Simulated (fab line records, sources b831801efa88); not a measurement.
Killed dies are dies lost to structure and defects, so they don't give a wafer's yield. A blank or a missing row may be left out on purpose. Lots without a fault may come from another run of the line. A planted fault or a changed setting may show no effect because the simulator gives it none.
fab line records | flow sky130
record lots=6 wafers=18 last_day=49
route steps=708 shown NWELL@66 PWDE@84 VT_ADJUST_HVTP@85 VT_ADJUST_LVTN@97 PAD_OPEN@708
lots that met no fault: from a run of the same line without faults
start_h: hours from the record's first day to the start of the lot's first wafer shown | wait_h: hours since the lot's step before | " the same as in the row above | L1.1+2: a row that stands for several wafers | - no value, or no start given | * or withheld: withheld | < > ~ a bound
route shown NAME@n: a module of which the file shows steps, and the number in the route of the first | usual: mean/standard deviation of fault-free wafers | same: alike in all rows | chamber/n: place in a boat | sites: the reading at each site | _std_site: their standard deviation | _edge_site: outer sites' mean less inner sites' | radius_mm: how far each site lies from the wafer's centre | mask NAME#n: copy n | behind: the tool/chamber that last shaped the wafer | hold: why the lot was held/for how many hours/how that ended | device: the transistor (n, p or np) that didn't switch | end of line: the same wafers' tests at the end of the route | a step without rows: its recipe alone | killed: dies lost to structure and defects at the first sort, not the wafer's yield | map: a wafer's dies, x killed, . not, _ none there
set.NAME: the setting as run; set.NAME@STEP: as run at that earlier step | model.NAME: the simulator's own value behind a step, which no gauge read
lots at some steps of the route; a table a step, a row a wafer
services: from which hour (start_h, from the record's first day; less than 0 if before it) a tool's chamber was out of use, for how many hours, and why
## steps
# step SKY_NWELL_IMPLANT_13
# recipe species=P energy_kev=50 dose_cm2=7e+11 tilt_deg=withheld
# step SKY_NWELL_STRIP_14
# recipe chemistry=O2/N2 power_w=1400 pressure_mtorr=1500 platen_temp_c=withheld o2_flow_sccm=3000 n2_flow_sccm=300 overash_fraction=0.5
# usual drypump_motor_current_A=5.6/0.35 oes_product_au=0.722/0.0043 strip_time_to_endpoint_s=36.86/0.092
# columns lot.wafer tool chamber start_h wait_h drypump_motor_current_A oes_product_au rf_hours_counter_h strip_time_to_endpoint_s
L485.1 plasma_asher-01 1 128.37 0.1 6.2 0.723 1 36.94
L485.4 " 1 " " 6.1 0.718 - 36.94
L485.5 " 1 " " 6.1 0.726 - 36.98
L486.1 plasma_asher-01 0 133.37 0.1 5.3 0.712 1 36.91
L486.5 " 0 " " 5.3 0.724 - 36.86
L486.6 " 1 " " 6.1 0.729 - 36.89
L492.1 plasma_asher-03 1 166.07 0.1 5.6 0.717 36 36.90
L492.4 " 1 " " 5.6 0.728 - 36.93
L492.5 " 0 " " 5.7 0.728 - 36.88
L493.3 plasma_asher-04 0 172.77 0.1 5.2 0.718 - 36.81
L493.4 " 1 " " 5.1 0.725 - 36.78
L493.6 " 0 " " 5.2 0.720 - 36.76
L496.1 plasma_asher-04 0 190.77 0.1 5.2 0.721 52 37.00
L496.3 " 1 " " 5.1 0.724 - 36.98
L496.6 " 1 " " 5.1 0.719 - 36.99
L497.2 plasma_asher-03 1 197.17 0.1 5.6 0.721 39 36.92
L497.5 " 0 " " 5.7 0.719 - 36.81
L497.6 " 1 " " 5.6 0.726 - 36.81
# step SKY_NWELL_TW_MEAS_15
# usual NWELL_TW=1822/16
# columns lot.wafer tool chamber start_h wait_h NWELL_TW
L485.1 film_metro-02 - 128.47 0.1 1808
L485.4 " - " " 1809
L485.5 " - " " 1800
L486.1 film_metro-04 - 133.47 0.1 1822
L486.5 " - " " 1831
L486.6 " - " " 1823
L492.1 film_metro-03 - 166.17 0.1 1828
L492.4 " - " " 1818
L492.5 " - " " 1822
L493.3 film_metro-04 - 172.86 0.1 1836
L493.4 " - " " 1827
L493.6 " - " " 1828
L496.1 film_metro-02 - 190.87 0.1 1800
L496.3 " - " " 1801
L496.6 " - " " 1815
L497.2 film_metro-04 - 197.28 0.1 1813
L497.5 " - " " 1832
L497.6 " - " " 1820
# step SKY_NWELL_DEHYDRATE_16
# recipe temp_c=200 time_s=60
# step SKY_NWELL_HMDS_17
# recipe prime_time_s=60 prime_temp_c=120
# step SKY_NWELL_COAT_18
# recipe spin_rpm=2000 resist_thk_nm=3000
# step SKY_NWELL_SOFTBAKE_19
# recipe temp_c=110 time_s=withheld
# step SKY_NWELL_EXPOSE_20
# recipe mask_id=NWM_COMPLEMENT na=0.6 source_shape=conventional sigma_outer=0.6 polarization=unpolarized target_cd_nm=840 dose_mj=260
# step SKY_NWELL_PEB_21
# recipe temp_c=115 time_s=withheld
# step SKY_NWELL_DEVELOP_22
# recipe wall_angle_deg=90 developer=TMAH develop_time_s=60 dev_temp_c=23
# step SKY_NWELL_OVL_MEAS_23
# usual NWELL_01_OVL=0.8/1.6
# columns lot.wafer tool chamber start_h wait_h NWELL_01_OVL[nm]
L485.1 overlay-02 - 147.50 - 0.6
L485.4 " - " " 2.1
L485.5 " - " " -0.3
L486.1 overlay-02 - 152.54 - -0.3
L486.5 " - " " -0.6
L486.6 " - " " -0.4
L492.1 overlay-01 - 184.65 - 1.0
L492.4 " - " " 2.4
L492.5 " - " " 3.7
L493.3 overlay-01 - 194.25 - 1.6
L493.4 " - " " 1.9
L493.6 " - " " 2.6
L496.1 overlay-02 - 211.99 - -1.7
L496.3 " - " " -0.9
L496.6 " - " " -1.5
L497.2 overlay-01 - 218.29 - 1.2
L497.5 " - " " 0.3
L497.6 " - " " -0.7
# step SKY_NWELL_IMPLANT_24
# recipe species=B energy_kev=140 dose_cm2=9.2e+12 tilt_deg=withheld
# step SKY_NWELL_STRIP_25
# recipe chemistry=O2/N2 power_w=1400 pressure_mtorr=1500 platen_temp_c=withheld o2_flow_sccm=3000 n2_flow_sccm=300 overash_fraction=0.5
# usual drypump_motor_current_A=5.5/0.39 oes_product_au=0.723/0.0043 strip_time_to_endpoint_s=36.89/0.11
# columns lot.wafer tool chamber start_h wait_h drypump_motor_current_A oes_product_au rf_hours_counter_h strip_time_to_endpoint_s
L485.1 plasma_asher-01 1 147.69 0.1 6.2 0.721 3 36.75
L485.4 " 1 " " 6.2 0.726 - 36.75
L485.5 " 1 " " 6.2 0.716 - 36.66
L486.1 plasma_asher-03 1 152.72 0.1 5.6 0.725 34 37.00
L486.5 " 0 " " 5.7 0.723 - 36.95
L486.6 " 1 " " 5.6 0.720 - 37.00
L492.1 plasma_asher-01 1 184.84 0.1 6.2 0.725 6 36.87
L492.4 " 1 " " 6.2 0.723 - 36.89
L492.5 " 0 " " 5.3 0.717 - 36.94
L493.3 plasma_asher-01 1 194.46 0.1 6.1 0.722 - 36.92
L493.4 " 0 " " 5.3 0.726 - 36.81
L493.6 " 0 " " 5.3 0.724 - 36.93
L496.1 plasma_asher-04 1 212.17 0.1 5.1 0.727 54 36.90
L496.3 " 1 " " 5.1 0.719 - 36.86
L496.6 " 0 " " 5.3 0.726 - 36.93
L497.2 plasma_asher-04 1 218.47 0.1 5.1 0.721 54 36.82
L497.5 " 0 " " 5.3 0.724 - 36.90
L497.6 " 1 " " 5.1 0.725 - 36.93
# step SKY_NWELL_TW_MEAS_26
# usual NWELL_2_TW=496/4.1
# columns lot.wafer tool chamber start_h wait_h NWELL_2_TW
L485.1 film_metro-02 - 147.79 0.1 494
L485.4 " - " " 493
L485.5 " - " " 491
L486.1 film_metro-03 - 152.82 0.1 498
L486.5 " - " " 501
L486.6 " - " " 499
L492.1 film_metro-02 - 184.94 0.1 491
L492.4 " - " " 490
L492.5 " - " " 492
L493.3 film_metro-03 - 194.54 0.1 493
L493.4 " - " " 497
L493.6 " - " " 497
L496.1 film_metro-03 - 212.27 0.1 498
L496.3 " - " " 494
L496.6 " - " " 497
L497.2 film_metro-02 - 218.58 0.1 490
L497.5 " - " " 489
L497.6 " - " " 493
# step SKY_NWELL_CLEAN_27
# recipe chemistry=SC1/SC2 mix=1:4:20 temp_c=70 time_s=150 dry=n2_spin
# step SKY_NWELL_RTA_28
# recipe temp_c=1050 time_s=30 idle_temp_c=650 ramp_up_c_per_s=150 ramp_down_c_per_s=90 ambient=N2
# usual lamp_power_pct=25.31/0.058 wafer_temp_C_max=1055.0/0.95
# columns lot.wafer tool chamber start_h wait_h lamp_power_pct wafer_temp_C_max
L485.1 rtp_anneal-02 0 147.90 0.0 25.31 1055.9
L485.4 " 0 " " 25.21 1056.5
L485.5 " 0 " " 25.24 1053.9
L486.1 rtp_anneal-01 0 152.93 0.0 25.42 1053.6
L486.5 " 0 " " 25.17 1055.1
L486.6 " 0 " " 25.27 1053.5
L492.1 rtp_anneal-02 0 185.05 0.0 25.27 1054.1
L492.4 " 0 " " 25.24 1055.9
L492.5 " 0 " " 25.20 1055.1
L493.3 rtp_anneal-01 0 194.67 0.0 25.27 1054.8
L493.4 " 0 " " 25.28 1055.8
L493.6 " 0 " " 25.26 1057.1
L496.1 rtp_anneal-01 0 212.38 0.0 25.26 1055.0
L496.3 " 0 " " 25.21 1055.8
L496.6 " 0 " " 25.39 1056.3
L497.2 rtp_anneal-01 0 218.70 0.0 25.34 1055.1
L497.5 " 0 " " 25.29 1054.8
L497.6 " 0 " " 25.29 1055.0
# step SKY_NWELL_RS_MEAS_29
# recipe thk_meas_gauge=four-point-probe
# usual NWELL_RS=624.6/1.9
# columns lot.wafer tool chamber start_h wait_h NWELL_RS[ohm/sq]
L485.1 film_metro-04 - 148.00 0.1 625.4
L485.4 " - " " 624.0
L485.5 " - " " 624.7
L486.1 film_metro-04 - 153.03 0.1 628.9
L486.5 " - " " 627.7
L486.6 " - " " 626.9
L492.1 film_metro-04 - 185.15 0.1 624.1
L492.4 " - " " 625.8
L492.5 " - " " 624.5
L493.3 film_metro-04 - 194.77 0.1 625.9
L493.4 " - " " 626.9
L493.6 " - " " 627.4
L496.1 film_metro-04 - 212.48 0.1 625.1
L496.3 " - " " 623.7
L496.6 " - " " 621.7
L497.2 film_metro-03 - 218.81 0.1 623.9
L497.5 " - " " 623.4
L497.6 " - " " 623.0
# step SKY_NWELL_RS_MEAS_31
# recipe thk_meas_gauge=four-point-probe
# usual PWDE_RS=5278/17
# columns lot.wafer tool chamber start_h wait_h PWDE_RS[ohm/sq]
L485.1 film_metro-04 - 148.24 0.1 5290
L485.4 " - " " 5301
L485.5 " - " " 5305
L486.1 film_metro-04 - 153.27 0.1 5263
L486.5 " - " " 5264
L486.6 " - " " 5260
L492.1 film_metro-04 - 185.39 0.1 5280
L492.4 " - " " 5272
L492.5 " - " " 5252
L493.3 film_metro-04 - 195.01 0.1 5282
L493.4 " - " " 5291
L493.6 " - " " 5277
L496.1 film_metro-04 - 212.72 0.1 5281
L496.3 " - " " 5266
L496.6 " - " " 5284
L497.2 film_metro-03 - 219.05 0.1 5261
L497.5 " - " " 5279
L497.6 " - " " 5259
# step SKY_VT_ADJUST_HVTP_DEHYDRATE_00
# recipe temp_c=200 time_s=60
# step SKY_VT_ADJUST_HVTP_HMDS_01
# recipe prime_time_s=60 prime_temp_c=120
# step SKY_VT_ADJUST_HVTP_COAT_02
# recipe resist=NOVOLAK spin_rpm=3000 resist_thk_nm=1140
# step SKY_VT_ADJUST_HVTP_SOFTBAKE_03
# recipe temp_c=90 time_s=60 resist=NOVOLAK
# step SKY_VT_ADJUST_HVTP_EXPOSE_04
# recipe mask_id=HVTPM na=0.6 source_shape=conventional sigma_outer=0.6 polarization=unpolarized target_cd_nm=380 dose_mj=140
# step SKY_VT_ADJUST_HVTP_PEB_05
# recipe temp_c=withheld time_s=* resist=NOVOLAK
# step SKY_VT_ADJUST_HVTP_DEVELOP_06
# recipe resist=NOVOLAK developer=TMAH develop_time_s=60 dev_temp_c=23
# step SKY_VT_ADJUST_HVTP_CD_MEAS_07
# recipe target_cd_nm=380
# usual cd_nm=380.3/2.3
# columns lot.wafer tool chamber start_h wait_h cd_nm
L485.1 cd_sem-01 - 167.00 0.1 382.9
L485.4 " - " " 382.7
L485.5 " - " " 382.9
L486.1 cd_sem-02 - 172.35 0.1 382.2
L486.5 " - " " 381.7
L486.6 " - " " 382.4
L492.1 cd_sem-02 - 206.65 0.1 379.8
L492.4 " - " " 380.2
L492.5 " - " " 379.7
L493.3 cd_sem-01 - 216.08 0.1 380.3
L493.4 " - " " 382.1
L493.6 " - " " 380.5
L496.1 cd_sem-01 - 235.06 0.2 382.2
L496.3 " - " " 382.2
L496.6 " - " " 383.5
L497.2 cd_sem-01 - 242.47 0.1 378.7
L497.5 " - " " 381.6
L497.6 " - " " 381.3
# step SKY_VT_ADJUST_HVTP_OVL_MEAS_08
# usual VT_ADJUST_HVTP_OVL=1.2/1.7
# columns lot.wafer tool chamber start_h wait_h VT_ADJUST_HVTP_OVL[nm]
L485.1 overlay-01 - 167.12 0.1 5.3
L485.4 " - " " 3.9
L485.5 " - " " 2.2
L486.1 overlay-01 - 172.47 0.1 0.4
L486.5 " - " " 1.5
L486.6 " - " " 1.1
L492.1 overlay-01 - 206.77 0.1 2.1
L492.4 " - " " 2.1
L492.5 " - " " 3.6
L493.3 overlay-01 - 216.17 0.1 0.0
L493.4 " - " " -0.1
L493.6 " - " " 0.8
L496.1 overlay-02 - 235.18 0.1 2.0
L496.3 " - " " 1.8
L496.6 " - " " 2.3
L497.2 overlay-02 - 242.58 0.1 0.1
L497.5 " - " " -1.4
L497.6 " - " " -1.1
# step SKY_VT_ADJUST_HVTP_IMPLANT_09
# recipe species=As energy_kev=150 dose_cm2=4.3e+12 tilt_deg=withheld
# step SKY_VT_ADJUST_HVTP_STRIP_10
# recipe chemistry=O2/N2 power_w=1400 pressure_mtorr=1500 platen_temp_c=withheld o2_flow_sccm=3000 n2_flow_sccm=300 overash_fraction=0.5
# usual drypump_motor_current_A=5.6/0.5 oes_product_au=0.715/0.0042 strip_time_to_endpoint_s=14.16/0.043
# columns lot.wafer tool chamber start_h wait_h drypump_motor_current_A oes_product_au rf_hours_counter_h strip_time_to_endpoint_s
L485.1 plasma_asher-01 0 167.30 0.1 5.3 0.713 5 14.13
L485.4 " 1 " " 6.2 0.714 - 14.14
L485.5 " 0 " " 5.3 0.713 - 14.17
L486.1 plasma_asher-01 0 172.65 0.1 5.3 0.711 5 14.18
L486.5 " 0 " " 5.3 0.719 - 14.19
L486.6 " 1 " " 6.2 0.714 - 14.23
L492.1 plasma_asher-02 1 206.96 0.1 5.1 0.715 51 14.11
L492.4 " 1 " " 5.1 0.713 - 14.11
L492.5 " 1 " " 5.1 0.720 - 14.13
L493.3 plasma_asher-04 1 216.38 0.1 5.1 0.713 - 14.18
L493.4 " 0 " " 5.2 0.718 - 14.16
L493.6 " 1 " " 5.1 0.707 - 14.15
L496.1 plasma_asher-02 1 235.36 0.1 5.1 0.721 54 14.18
L496.3 " 1 " " 5.1 0.712 - 14.14
L496.6 " 0 " " 6.3 0.715 - 14.14
L497.2 plasma_asher-02 0 242.76 0.1 6.2 0.716 55 14.19
L497.5 " 0 " " 6.2 0.710 - 14.18
L497.6 " 1 " " 5.1 0.716 - 14.17
# step SKY_VT_ADJUST_HVTP_TW_MEAS_11
# usual VT_ADJUST_HVTP_TW=1364/12
# columns lot.wafer tool chamber start_h wait_h VT_ADJUST_HVTP_TW
L485.1 film_metro-01 - 167.40 0.1 1385
L485.4 " - " " 1372
L485.5 " - " " 1375
L486.1 film_metro-01 - 172.75 0.1 1373
L486.5 " - " " 1373
L486.6 " - " " 1379
L492.1 film_metro-03 - 207.06 0.1 1347
L492.4 " - " " 1350
L492.5 " - " " 1350
L493.3 film_metro-01 - 216.46 0.1 1369
L493.4 " - " " 1375
L493.6 " - " " 1367
L496.1 film_metro-03 - 235.46 0.1 1359
L496.3 " - " " 1366
L496.6 " - " " 1354
L497.2 film_metro-02 - 242.87 0.1 1347
L497.5 " - " " 1339
L497.6 " - " " 1338
# step SKY_VT_ADJUST_LVTN_DEHYDRATE_00
# recipe temp_c=200 time_s=60
# step SKY_VT_ADJUST_LVTN_HMDS_01
# recipe prime_time_s=60 prime_temp_c=120
# step SKY_VT_ADJUST_LVTN_COAT_02
# recipe spin_rpm=2000 resist_thk_nm=3000
# step SKY_VT_ADJUST_LVTN_SOFTBAKE_03
# recipe temp_c=110 time_s=withheld
# step SKY_VT_ADJUST_LVTN_EXPOSE_04
# recipe mask_id=NWM_COMPLEMENT_LESS_NATIVE na=0.6 source_shape=conventional sigma_outer=0.6 polarization=unpolarized target_cd_nm=840 dose_mj=194
# step SKY_VT_ADJUST_LVTN_PEB_05
# recipe temp_c=115 time_s=withheld
# step SKY_VT_ADJUST_LVTN_DEVELOP_06
# recipe wall_angle_deg=90 developer=TMAH develop_time_s=60 dev_temp_c=23
# step SKY_VT_ADJUST_LVTN_OVL_MEAS_07
# usual VT_ADJUST_LVTN_OVL=-0.4/1.5
# columns lot.wafer tool chamber start_h wait_h VT_ADJUST_LVTN_OVL[nm]
L485.1 overlay-02 - 186.49 - -2.6
L485.4 " - " " -0.9
L485.5 " - " " -1.2
L486.1 overlay-02 - 193.69 - -1.6
L486.5 " - " " 0.5
L486.6 " - " " -0.5
L492.1 overlay-01 - 229.15 - -1.2
L492.4 " - " " 1.4
L492.5 " - " " -0.9
L493.3 overlay-01 - 239.26 - -0.2
L493.4 " - " " 0.9
L493.6 " - " " 1.0
L496.1 overlay-02 - 258.90 - -1.6
L496.3 " - " " -1.9
L496.6 " - " " 0.8
L497.2 overlay-02 - 265.74 - -3.7
L497.5 " - " " -2.3
L497.6 " - " " -3.5
# step SKY_VT_ADJUST_LVTN_IMPLANT_08
# recipe species=B energy_kev=30 dose_cm2=1.57e+12 tilt_deg=withheld
# step SKY_VT_ADJUST_LVTN_STRIP_09
# recipe chemistry=O2/N2 power_w=1400 pressure_mtorr=1500 platen_temp_c=withheld o2_flow_sccm=3000 n2_flow_sccm=300 overash_fraction=0.5
# usual drypump_motor_current_A=5.5/0.45 oes_product_au=0.722/0.005 strip_time_to_endpoint_s=36.92/0.097
# columns lot.wafer tool chamber start_h wait_h drypump_motor_current_A oes_product_au rf_hours_counter_h strip_time_to_endpoint_s
L485.1 plasma_asher-02 1 186.67 0.1 5.1 0.730 49 36.86
L485.4 " 0 " " 6.2 0.719 - 36.88
L485.5 " 0 " " 6.2 0.733 - 36.99
L486.1 plasma_asher-02 0 193.87 0.1 6.2 0.719 50 36.79
L486.5 " 1 " " 5.2 0.723 - 36.79
L486.6 " 0 " " 6.2 0.721 - 36.77
L492.1 plasma_asher-04 0 229.33 0.1 5.2 0.722 55 36.91
L492.4 " 0 " " 5.2 0.717 - 36.88
L492.5 " 0 " " 5.2 0.719 - 36.74
L493.3 plasma_asher-02 1 239.47 0.1 5.1 0.718 - 36.88
L493.4 " 0 " " 6.3 0.727 - 36.85
L493.6 " 0 " " 6.3 0.721 - 36.89
L496.1 plasma_asher-04 0 259.08 0.1 5.2 0.717 58 37.04
L496.3 " 1 " " 5.1 0.722 - 37.06
L496.6 " 0 " " 5.3 0.726 - 37.09
L497.2 plasma_asher-02 1 265.92 0.1 5.1 0.727 57 36.99
L497.5 " 0 " " 6.2 0.718 - 37.10
L497.6 " 1 " " 5.1 0.731 - 37.07
# step SKY_VT_ADJUST_LVTN_TW_MEAS_10
# usual VT_ADJUST_LVTN_TW=243.4/1.3
# columns lot.wafer tool chamber start_h wait_h VT_ADJUST_LVTN_TW
L485.1 film_metro-04 - 186.77 0.1 242.9
L485.4 " - " " 242.2
L485.5 " - " " 241.8
L486.1 film_metro-04 - 193.97 0.1 243.3
L486.5 " - " " 242.8
L486.6 " - " " 243.4
L492.1 film_metro-01 - 229.43 0.1 244.7
L492.4 " - " " 245.4
L492.5 " - " " 244.1
L493.3 film_metro-03 - 239.55 0.1 242.4
L493.4 " - " " 242.0
L493.6 " - " " 242.7
L496.1 film_metro-04 - 259.18 0.1 242.8
L496.3 " - " " 244.0
L496.6 " - " " 242.4
L497.2 film_metro-04 - 266.03 0.1 242.4
L497.5 " - " " 241.7
L497.6 " - " " 241.7
# step SKY_PAD_OPEN_PROBE_99
# usual killed_at_M0_to_M3=43/6.5 killed_at_M4_up=3.1/1.8 killed_at_contacts=24/5.6 killed_at_front_end=15/4.2 killed_at_other=0.3/0.5 killed_dies=86/8.9 killed_open=47/6.9 killed_short=39/5.9
# same gross_dies=492 killed_at_back_side=0
# columns lot.wafer tool chamber start_h wait_h killed_at_M0_to_M3 killed_at_M4_up killed_at_contacts killed_at_front_end killed_at_other killed_dies killed_open killed_short
L485.1 prober-01 - 1115.70 0.1 33 4 18 10 0 65 33 32
L485.4 prober-01 - 1115.85 0.2 47 1 25 27 1 101 54 47
L485.5 prober-01 - 1115.90 0.2 36 2 24 16 0 78 39 39
L486.1 prober-02 - 1124.41 0.1 37 2 26 18 0 83 45 38
L486.5 prober-02 - 1124.61 0.2 46 4 25 17 0 92 48 44
L486.6 prober-02 - 1124.66 0.2 43 2 20 18 1 84 37 47
L492.1 prober-02 - 1151.62 0.1 43 4 17 15 0 79 45 34
L492.4 prober-02 - 1151.77 0.2 43 3 19 15 0 80 39 41
L492.5 prober-02 - 1151.82 0.2 41 2 26 50 0 119 45 32
L493.3 prober-01 - 1156.65 0.2 39 3 33 8 0 83 51 32
L493.4 prober-01 - 1156.70 0.2 49 3 22 63 0 137 49 36
L493.6 prober-01 - 1156.80 0.2 36 0 14 52 0 102 31 28
L496.1 prober-02 - 1174.86 0.1 45 1 26 16 0 88 45 43
L496.3 prober-02 - 1174.96 0.2 42 4 26 16 1 89 46 43
L496.6 prober-02 - 1175.11 0.2 51 2 25 17 0 95 55 40
L497.2 prober-01 - 1176.58 0.1 48 5 29 15 0 97 56 41
L497.5 prober-01 - 1176.73 0.2 46 3 26 7 0 82 45 37
L497.6 prober-01 - 1176.78 0.2 46 2 27 17 0 92 43 49
# killed by level:class
L485.1 CONTACT:geometric_particle:open=7 METAL1:geometric_particle:short=6 LI_CONTACT:geometric_particle:open=5 METAL2:geometric_particle:short=5 VIA2:geometric_particle:open=5 FIELD_ISO:geometric_particle:open=3 POLY_GATE:geometric_particle:short=3 POLY_GATE:geometric_particle:open=3
L485.4 VIA2:geometric_particle:open=10 VIA2:geometric_particle:short=9 FIELD_ISO:geometric_particle:short=8 CONTACT:geometric_particle:open=8 LI_CONTACT:geometric_particle:open=7 VIA1:geometric_particle:open=7 VIA3:geometric_particle:open=6 POLY_GATE:geometric_particle:open=5
L485.5 LI_CONTACT:geometric_particle:open=10 VIA1:geometric_particle:open=10 VIA1:geometric_particle:short=6 LOCAL_INTERCONNECT:geometric_particle:short=6 VIA3:geometric_particle:open=6 FIELD_ISO:geometric_particle:open=4 POLY_GATE:geometric_particle:open=4 POLY_GATE:geometric_particle:short=4
L486.1 FIELD_ISO:geometric_particle:short=8 VIA2:geometric_particle:open=8 CONTACT:geometric_particle:open=8 LI_CONTACT:geometric_particle:open=7 FIELD_ISO:geometric_particle:open=6 LOCAL_INTERCONNECT:geometric_particle:short=6 VIA1:geometric_particle:open=5 VIA2:geometric_particle:short=5
L486.5 VIA1:geometric_particle:open=14 LI_CONTACT:geometric_particle:open=8 POLY_GATE:geometric_particle:open=7 CONTACT:geometric_particle:short=7 CONTACT:geometric_particle:open=7 METAL2:geometric_particle:short=7 VIA3:geometric_particle:open=6 FIELD_ISO:geometric_particle:short=5
L486.6 VIA3:geometric_particle:short=9 VIA2:geometric_particle:open=7 VIA3:geometric_particle:open=7 LOCAL_INTERCONNECT:geometric_particle:short=5 CONTACT:geometric_particle:open=5 FIELD_ISO:geometric_particle:short=4 FIELD_ISO:geometric_particle:open=4 POLY_GATE:geometric_particle:short=4
L492.1 VIA1:geometric_particle:open=13 VIA1:geometric_particle:short=9 CONTACT:geometric_particle:open=8 VIA2:geometric_particle:open=6 LI_CONTACT:geometric_particle:open=4 VIA3:geometric_particle:open=4 METAL2:geometric_particle:short=4 METAL4:geometric_particle:short=4
L492.4 VIA1:geometric_particle:open=10 METAL2:geometric_particle:short=8 CONTACT:geometric_particle:open=7 VIA2:geometric_particle:open=6 METAL1:geometric_particle:short=6 VIA2:geometric_particle:short=5 FIELD_ISO:geometric_particle:open=4 VIA1:geometric_particle:short=4
L492.5 NWELL:unspecified=42 VIA1:geometric_particle:open=11 LI_CONTACT:geometric_particle:open=9 METAL2:geometric_particle:short=8 CONTACT:geometric_particle:open=7 CONTACT:geometric_particle:short=6 VIA2:geometric_particle:open=6 FIELD_ISO:geometric_particle:open=3
L493.3 LI_CONTACT:geometric_particle:open=16 CONTACT:geometric_particle:open=8 VIA2:geometric_particle:open=7 VIA1:geometric_particle:open=6 VIA2:geometric_particle:short=6 METAL1:geometric_particle:short=5 FIELD_ISO:geometric_particle:short=4 LI_CONTACT:geometric_particle:short=4
L493.4 NWELL:unspecified=52 VIA1:geometric_particle:open=11 VIA2:geometric_particle:open=8 LI_CONTACT:geometric_particle:open=6 LOCAL_INTERCONNECT:geometric_particle:short=6 METAL1:geometric_particle:short=6 VIA1:geometric_particle:short=5 VIA3:geometric_particle:open=5
L493.6 NWELL:unspecified=43 METAL1:geometric_particle:short=9 VIA3:geometric_particle:open=5 LOCAL_INTERCONNECT:geometric_particle:short=5 VIA1:geometric_particle:open=5 VIA2:geometric_particle:open=4 POLY_GATE:geometric_particle:short=3 LI_CONTACT:geometric_particle:open=3
L496.1 VIA3:geometric_particle:open=9 METAL1:geometric_particle:short=8 VIA1:geometric_particle:open=8 CONTACT:geometric_particle:open=7 LI_CONTACT:geometric_particle:open=7 VIA1:geometric_particle:short=6 FIELD_ISO:geometric_particle:short=5 POLY_GATE:geometric_particle:open=5
L496.3 VIA1:geometric_particle:open=14 LI_CONTACT:geometric_particle:open=8 CONTACT:geometric_particle:short=7 CONTACT:geometric_particle:open=7 VIA1:geometric_particle:short=7 VIA3:geometric_particle:open=4 METAL2:geometric_particle:short=4 VIA2:geometric_particle:open=4
L496.6 CONTACT:geometric_particle:open=13 VIA2:geometric_particle:open=8 VIA3:geometric_particle:open=8 VIA1:geometric_particle:open=7 METAL3:geometric_particle:short=6 LI_CONTACT:geometric_particle:open=5 VIA1:geometric_particle:short=5 POLY_GATE:geometric_particle:short=4
L497.2 LI_CONTACT:geometric_particle:open=13 VIA1:geometric_particle:open=11 VIA3:geometric_particle:open=10 CONTACT:geometric_particle:short=6 VIA2:geometric_particle:short=6 METAL2:geometric_particle:short=6 FIELD_ISO:geometric_particle:open=5 CONTACT:geometric_particle:open=5
L497.5 LI_CONTACT:geometric_particle:open=10 CONTACT:geometric_particle:open=10 VIA1:geometric_particle:open=9 VIA1:geometric_particle:short=7 VIA2:geometric_particle:open=7 METAL1:geometric_particle:short=4 METAL2:geometric_particle:short=4 VIA3:geometric_particle:short=4
L497.6 VIA1:geometric_particle:open=11 CONTACT:geometric_particle:open=10 FIELD_ISO:geometric_particle:short=6 METAL1:geometric_particle:short=6 CONTACT:geometric_particle:short=6 VIA2:geometric_particle:open=6 LOCAL_INTERCONNECT:geometric_particle:short=5 VIA3:geometric_particle:open=5
# map L492.5 (x killed, . not)
__________.........._________
________............x._______
______xx...x.x....xxx..x_____
_____....................____
____.x.x.......x..x...x...___
___..xxxx.....xx...x......x__
__..x.x.....x....x.......x.._
_....x................xxxxx..
_....xx..x.....x..x..xxxxxxx.
_......x...........xxxxxxxxx.
_....x......x..xx..xxxxxxxx..
_x...xx.xx.......x..xxxxxx.x.
_x...x..x........xx.xxxxxxxx.
_.....x.x......x.......x..x..
_......x..............x......
__x........x.x.............._
___........................__
____....x.x....x...x.xx...___
_____.......x.x....xx....____
______....x.x....x..x..._____
________.x............_______
__________......x..._________
# map L493.4 (x killed, . not)
__________.........._________
________x.....x......._______
______......x.x......x.._____
_____....................____
____x....x.....xx....x....___
___x..x.......x....x....x..__
__.........x.......x...xxx.._
_.x..........xx..xx.xxxxx.x.x
_x....x.x.x.......xxxxxxxxxxx
_.x..x.............xxxxxxxxx.
_xx..x.x.x.....x..xxxxxxxxxxx
_....xxx..xx......x.xxxxxxxxx
_..x.....x....x..xx.xxxxx..x.
_........x...x..x..x.x..xx...
_x.........................x.
__x...xxx...x..........xx..._
___..........x.....x.x...xx__
____.x.x.x.x..xx...x.....x___
_____..x...............x.____
______.............x...x_____
________x............._______
__________...x.x...._________
## services
# columns tool chamber start_h hours kind
plasma_asher-04 - 104.83 1.2 repair
plasma_asher-01 - 108.75 9.0 pm
plasma_asher-01 0 108.75 9.0 vent_cycle
plasma_asher-01 1 108.75 9.0 vent_cycle
plasma_asher-01 0 117.75 - clean
plasma_asher-01 1 117.75 - clean
plasma_asher-03 - 134.59 2.8 pm
plasma_asher-02 - 161.01 2.5 repair
plasma_asher-02 - 177.02 0.9 repair
plasma_asher-04 - 207.25 3.2 repair
## key
first_sign step=SKY_PAD_OPEN_PROBE_99 reading=killed_at_front_end direction=up sigmas=9.4 usual=15 struck=55
effect step=SKY_PAD_OPEN_PROBE_99 reading=killed_dies direction=up sigmas=3.8 usual=86 struck=119
met_at SKY_NWELL_STRIP_25
struck_wafers L492.5,L493.4,L493.6
tester_left_out L492,L493
fault kind=chamber_particle_source tool=plasma_asher-01 chamber=0 onset_h=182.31 steps=SKY_NWELL_STRIP_25 rate_per_visit_cm2=0.47938 end_h=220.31
# tester_left_out: of these lots the tester's yield and bins aren't shown, on N5 and GAA mostly nor the transistor test; their killed dies are dies lost to structure and defects alone, not to doping, threshold or leakage, so they don't give the yield
